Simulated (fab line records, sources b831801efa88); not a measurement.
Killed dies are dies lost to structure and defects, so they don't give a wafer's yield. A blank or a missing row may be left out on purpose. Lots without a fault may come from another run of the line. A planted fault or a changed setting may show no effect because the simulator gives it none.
A struck lot beside a sound one | flow sky130 | 15 steps out of a route of 708
Sound: wafers L484.1, L484.3, L484.4. Struck: wafers L498.1, L498.2, L498.5. The cause comes at the end.
At each step with rows: each side's tool, then ch and its chambers, then its first start. Under that, the readings that differ: sound wafers | struck wafers | difference of the means | sigmas: that difference in standard deviations of wafers without a fault.
alike: readings whose means differ by less than 2 such deviations, and words and numbers that are the same on both sides. not compared: withheld readings, readings that some wafer has no value for, bounds like >300 that may hide the same value, and numbers for which the record gives no deviation and whose values overlap.
The two part at a step that has a row with sigmas, a row that says differs or no value, or rows on one side only. Numbers that don't overlap but have no deviation are shown without sigmas and don't part them. A reading that every wafer of one side lacks parts them only if that side has two wafers or more.

SKY_CONTACT_CMP_27: polishes, stops on SiO2, t overpolish 15 s, target thk 0 nm.
  sound on cmp-01 ch 0,2,3, day 33 21:25; struck on cmp-02 ch 0,2, day 38 03:50
  alike: motor_current_A, overpolish_run_s, retaining_ring_pressure_frac, time_to_endpoint_s
SKY_METAL1_SPUTTER_00: material Ti, target thk 15 nm, time 10 s.
  sound on pvd_sputter-02, day 33 21:43; struck on pvd_sputter-03, day 38 04:05
  alike: throttle_valve_pct
SKY_METAL1_SPUTTER_01: material TiN, target thk 20 nm, time 16.7 s.
  sound on pvd_sputter-02, day 33 21:44; struck on pvd_sputter-03, day 38 04:07
  alike: throttle_valve_pct
then, 1 step without rows for these wafers: SKY_METAL1_SPUTTER_02 (material AlCu, target thk 250 nm, time 13.3 s).
SKY_METAL1_SPUTTER_03: material Ti, target thk 5 nm, time 3.3 s.
  sound on pvd_sputter-02, day 33 21:47; struck on pvd_sputter-03, day 38 04:10
  alike: throttle_valve_pct
SKY_METAL1_SPUTTER_04: material TiN, target thk 70 nm, time 58.3 s.
  sound on pvd_sputter-02, day 33 21:49; struck on pvd_sputter-03, day 38 04:11
  alike: throttle_valve_pct
SKY_METAL1_RS_MEAS_05: measures by four-point-probe.
  sound on film_metro-01, day 33 21:51; struck on film_metro-03, day 38 04:14
  alike: METAL1_ALCU_RS
SKY_METAL1_THK_MEAS_06: measures by xrf.
  sound on film_metro-01, day 33 21:58; struck on film_metro-03, day 38 04:21
  alike: METAL1_ALCU_THK
then, 4 steps without rows for these wafers: SKY_METAL1_DEHYDRATE_07 (time 60 s); SKY_METAL1_HMDS_08 (prime time 60 s); SKY_METAL1_COAT_09 (resist thk 60 nm); SKY_METAL1_COAT_10 (resist thk 450 nm).
SKY_METAL1_SOFTBAKE_11: time 90 s.
  sound on litho_track-04 ch 0, day 34 10:00; struck on litho_track-02 ch 0, day 38 16:00
  reading                  | sound             | struck               | difference | sigmas
  heater_power_total_W (W) | 57.24 57.56 57.24 | 58.46 58.64 58.48    | +1.18      | +10
  plate_temp_C (C)         | 99.85 99.88 99.92 | 101.41 101.53 101.25 | +1.51      | +13
then, 1 step without rows for these wafers: SKY_METAL1_EXPOSE_12 (exposes mask MM1, target cd 140 nm).
SKY_PAD_OPEN_PROBE_99:
  the record has rows for the sound wafers here (prober-01, day 47 17:17) and none for the struck ones

WHERE THEY PART
First at SKY_METAL1_SOFTBAKE_11; last, within this record, at SKY_PAD_OPEN_PROBE_99.

WHY: what the simulator had put in
Process parameter drift: litho_track-02, from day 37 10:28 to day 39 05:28, at SKY_METAL1_SOFTBAKE_11. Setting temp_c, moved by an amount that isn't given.
